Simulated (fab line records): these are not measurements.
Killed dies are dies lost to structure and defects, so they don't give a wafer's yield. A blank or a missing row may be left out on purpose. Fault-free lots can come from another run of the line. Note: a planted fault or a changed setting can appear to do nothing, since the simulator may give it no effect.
The tool behind it: which one? || flow sky130 || 13 lots, 39 wafers sampled, at 4 steps of a route of 708

WHAT THE GAUGES SHOWED, per wafer
SKY_METAL2_THK_MEAS_06: measures by xrf.
{"lot": "L925", "measured": "day 33 21:00", "on": "filmMetro-02", "METAL2_ALCU_THK (nm)": "246 248 249"}
{"lot": "L924", "measured": "day 33 21:08", "on": "filmMetro-04", "METAL2_ALCU_THK (nm)": "244 243 239"}
{"lot": "L926", "measured": "day 35 13:16", "on": "filmMetro-02", "METAL2_ALCU_THK (nm)": "244 242 245"}
{"lot": "L929", "measured": "day 38 22:33", "on": "filmMetro-02", "METAL2_ALCU_THK (nm)": "243 245 240"}
{"lot": "L930", "measured": "day 38 22:52", "on": "filmMetro-01", "METAL2_ALCU_THK (nm)": "242 241 243"}
{"lot": "L935", "measured": "day 38 23:10", "on": "filmMetro-02", "METAL2_ALCU_THK (nm)": "239 245 243"}
{"lot": "L931", "measured": "day 39 00:10", "on": "filmMetro-02", "METAL2_ALCU_THK (nm)": "245 251 245"}
{"lot": "L934", "measured": "day 39 00:17", "on": "filmMetro-01", "METAL2_ALCU_THK (nm)": "242 244 244"}
{"lot": "L932", "measured": "day 39 00:28", "on": "filmMetro-02", "METAL2_ALCU_THK (nm)": "251 248 247"}
{"lot": "L936", "measured": "day 39 02:57", "on": "filmMetro-04", "METAL2_ALCU_THK (nm)": "244 248 243"}
{"lot": "L937", "measured": "day 39 05:41", "on": "filmMetro-01", "METAL2_ALCU_THK (nm)": "237 244 242"}
{"lot": "L939", "measured": "day 39 06:56", "on": "filmMetro-04", "METAL2_ALCU_THK (nm)": "246 248 247"}
{"lot": "L940", "measured": "day 39 08:08", "on": "filmMetro-04", "METAL2_ALCU_THK (nm)": "246 249 244"}

TOOL THAT RAN EACH LOT (tool first, then ch and the chambers of the sampled wafers, then the start)
{"lot": "L925", "SKY_VIA1_CMP_24": "cmp-01 ch 1,2,3, day 33 20:32", "SKY_METAL2_SPUTTER_03": "pvdSputter-04, day 33 20:48", "SKY_METAL2_SPUTTER_04": "pvdSputter-04, day 33 20:49"}
{"lot": "L924", "SKY_VIA1_CMP_24": "cmp-02 ch 0,1, day 33 20:37", "SKY_METAL2_SPUTTER_03": "pvdSputter-01, day 33 20:56", "SKY_METAL2_SPUTTER_04": "pvdSputter-01, day 33 20:58"}
{"lot": "L926", "SKY_VIA1_CMP_24": "cmp-02 ch 0,3, day 35 12:43", "SKY_METAL2_SPUTTER_03": "pvdSputter-03, day 35 13:05", "SKY_METAL2_SPUTTER_04": "pvdSputter-03, day 35 13:06"}
{"lot": "L929", "SKY_VIA1_CMP_24": "cmp-02 ch 0,3, day 38 21:59", "SKY_METAL2_SPUTTER_03": "pvdSputter-01, day 38 22:22", "SKY_METAL2_SPUTTER_04": "pvdSputter-01, day 38 22:23"}
{"lot": "L930", "SKY_VIA1_CMP_24": "cmp-02 ch 0,1,2, day 38 22:17", "SKY_METAL2_SPUTTER_03": "pvdSputter-01, day 38 22:40", "SKY_METAL2_SPUTTER_04": "pvdSputter-01, day 38 22:41"}
{"lot": "L935", "SKY_VIA1_CMP_24": "cmp-02 ch 1,2,3, day 38 22:38", "SKY_METAL2_SPUTTER_03": "pvdSputter-03, day 38 22:58", "SKY_METAL2_SPUTTER_04": "pvdSputter-03, day 38 22:59"}
{"lot": "L931", "SKY_VIA1_CMP_24": "cmp-02 ch 0,1,2, day 38 23:37", "SKY_METAL2_SPUTTER_03": "pvdSputter-03, day 38 23:59", "SKY_METAL2_SPUTTER_04": "pvdSputter-03, day 39 00:01"}
{"lot": "L934", "SKY_VIA1_CMP_24": "cmp-01 ch 0,1,3, day 38 23:43", "SKY_METAL2_SPUTTER_03": "pvdSputter-01, day 39 00:05", "SKY_METAL2_SPUTTER_04": "pvdSputter-01, day 39 00:06"}
{"lot": "L932", "SKY_VIA1_CMP_24": "cmp-02 ch 0,1,2, day 39 00:01", "SKY_METAL2_SPUTTER_03": "pvdSputter-04, day 39 00:17", "SKY_METAL2_SPUTTER_04": "pvdSputter-04, day 39 00:19"}
{"lot": "L936", "SKY_VIA1_CMP_24": "cmp-02 ch 0,2,3, day 39 02:23", "SKY_METAL2_SPUTTER_03": "pvdSputter-03, day 39 02:46", "SKY_METAL2_SPUTTER_04": "pvdSputter-03, day 39 02:47"}
{"lot": "L937", "SKY_VIA1_CMP_24": "cmp-02 ch 0,1,3, day 39 05:08", "SKY_METAL2_SPUTTER_03": "pvdSputter-01, day 39 05:31", "SKY_METAL2_SPUTTER_04": "pvdSputter-01, day 39 05:32"}
{"lot": "L939", "SKY_VIA1_CMP_24": "cmp-02 ch 0,1, day 39 06:26", "SKY_METAL2_SPUTTER_03": "pvdSputter-01, day 39 06:45", "SKY_METAL2_SPUTTER_04": "pvdSputter-01, day 39 06:46"}
{"lot": "L940", "SKY_VIA1_CMP_24": "cmp-02 ch 1,2,3, day 39 07:38", "SKY_METAL2_SPUTTER_03": "pvdSputter-04, day 39 07:58", "SKY_METAL2_SPUTTER_04": "pvdSputter-04, day 39 07:59"}
- SKY_VIA1_CMP_24: polishes, stops on SiO2, t overpolish 15 s, target thk 0 nm.
- SKY_METAL2_SPUTTER_03: material Ti, target thk 5 nm, time 3.3 s.
- SKY_METAL2_SPUTTER_04: material TiN, target thk 70 nm, time 58.3 s.

AS READ BY THE TOOLS THEMSELVES (means over the sampled wafers that have a number; for cases with no such wafer, the mark the record gives instead)
SKY_VIA1_CMP_24.
{"lot": "L925", "tool": "cmp-01", "motorCurrentA (A)": 11.3, "overpolishRunS (s)": 14.995, "timeToEndpointS (s)": 63}
{"lot": "L924", "tool": "cmp-02", "motorCurrentA (A)": 9.9, "overpolishRunS (s)": 15.002, "timeToEndpointS (s)": 61}
{"lot": "L926", "tool": "cmp-02", "motorCurrentA (A)": 10.5, "overpolishRunS (s)": 15.001, "timeToEndpointS (s)": 68}
{"lot": "L929", "tool": "cmp-02", "motorCurrentA (A)": 10.7, "overpolishRunS (s)": 14.995, "timeToEndpointS (s)": 71}
{"lot": "L930", "tool": "cmp-02", "motorCurrentA (A)": 10.3, "overpolishRunS (s)": 15.000, "timeToEndpointS (s)": 65}
{"lot": "L935", "tool": "cmp-02", "motorCurrentA (A)": 10.6, "overpolishRunS (s)": 14.991, "timeToEndpointS (s)": 63}
{"lot": "L931", "tool": "cmp-02", "motorCurrentA (A)": 10.2, "overpolishRunS (s)": 15.004, "timeToEndpointS (s)": 64}
{"lot": "L934", "tool": "cmp-01", "motorCurrentA (A)": 11.1, "overpolishRunS (s)": 15.007, "timeToEndpointS (s)": 63}
{"lot": "L932", "tool": "cmp-02", "motorCurrentA (A)": 10.2, "overpolishRunS (s)": 15.002, "timeToEndpointS (s)": 64}
{"lot": "L936", "tool": "cmp-02", "motorCurrentA (A)": 10.9, "overpolishRunS (s)": 15.003, "timeToEndpointS (s)": 67}
{"lot": "L937", "tool": "cmp-02", "motorCurrentA (A)": 10.3, "overpolishRunS (s)": 15.010, "timeToEndpointS (s)": 67}
{"lot": "L939", "tool": "cmp-02", "motorCurrentA (A)": 9.9, "overpolishRunS (s)": 15.000, "timeToEndpointS (s)": 58}
{"lot": "L940", "tool": "cmp-02", "motorCurrentA (A)": 10.4, "overpolishRunS (s)": 14.991, "timeToEndpointS (s)": 53}

SKY_METAL2_SPUTTER_03.
{"lot": "L925", "tool": "pvdSputter-04", "throttleValvePct (%)": 29.7}
{"lot": "L924", "tool": "pvdSputter-01", "throttleValvePct (%)": 29.4}
{"lot": "L926", "tool": "pvdSputter-03", "throttleValvePct (%)": 30.9}
{"lot": "L929", "tool": "pvdSputter-01", "throttleValvePct (%)": 29.4}
{"lot": "L930", "tool": "pvdSputter-01", "throttleValvePct (%)": 29.3}
{"lot": "L935", "tool": "pvdSputter-03", "throttleValvePct (%)": 31.7}
{"lot": "L931", "tool": "pvdSputter-03", "throttleValvePct (%)": 30.9}
{"lot": "L934", "tool": "pvdSputter-01", "throttleValvePct (%)": 29.4}
{"lot": "L932", "tool": "pvdSputter-04", "throttleValvePct (%)": 29.5}
{"lot": "L936", "tool": "pvdSputter-03", "throttleValvePct (%)": 31.6}
{"lot": "L937", "tool": "pvdSputter-01", "throttleValvePct (%)": 29.5}
{"lot": "L939", "tool": "pvdSputter-01", "throttleValvePct (%)": 29.3}
{"lot": "L940", "tool": "pvdSputter-04", "throttleValvePct (%)": 30.6}

SKY_METAL2_SPUTTER_04.
{"lot": "L925", "tool": "pvdSputter-04", "throttleValvePct (%)": 29.9}
{"lot": "L924", "tool": "pvdSputter-01", "throttleValvePct (%)": 29.4}
{"lot": "L926", "tool": "pvdSputter-03", "throttleValvePct (%)": 31.0}
{"lot": "L929", "tool": "pvdSputter-01", "throttleValvePct (%)": 29.3}
{"lot": "L930", "tool": "pvdSputter-01", "throttleValvePct (%)": 29.5}
{"lot": "L935", "tool": "pvdSputter-03", "throttleValvePct (%)": 31.7}
{"lot": "L931", "tool": "pvdSputter-03", "throttleValvePct (%)": 31.0}
{"lot": "L934", "tool": "pvdSputter-01", "throttleValvePct (%)": 29.4}
{"lot": "L932", "tool": "pvdSputter-04", "throttleValvePct (%)": 29.5}
{"lot": "L936", "tool": "pvdSputter-03", "throttleValvePct (%)": 31.6}
{"lot": "L937", "tool": "pvdSputter-01", "throttleValvePct (%)": 29.4}
{"lot": "L939", "tool": "pvdSputter-01", "throttleValvePct (%)": 29.4}
{"lot": "L940", "tool": "pvdSputter-04", "throttleValvePct (%)": 30.5}

THE ANSWER, worked out from the rows above alone
Rule: usual is defined by the lots themselves. The widest of any qualifying gaps counts: lots, ordered by their means at a reading, are off when they make up no more than a third of the lots, leave a main group of 4 or more, and stand apart from it by 3 or more times the standard deviation of that group's means. If all means in a main group match to the digits the tables above print for the reading, that group is not used. A lot without any number at a reading at which 4 lots or more have one is off too. Where the step has rows for the other lots, those lots are counted as sound. Order of review: gauges by route order, followed by the tools' own readings, for which a lot's mean as printed above is used. The first step at which some lot is off is used, and at that step the reading that is off furthest; a lot without a number counts as furthest.
No lot is off at any reading shown: from this, nothing can be told.

WHAT THE SIMULATOR PUT IN
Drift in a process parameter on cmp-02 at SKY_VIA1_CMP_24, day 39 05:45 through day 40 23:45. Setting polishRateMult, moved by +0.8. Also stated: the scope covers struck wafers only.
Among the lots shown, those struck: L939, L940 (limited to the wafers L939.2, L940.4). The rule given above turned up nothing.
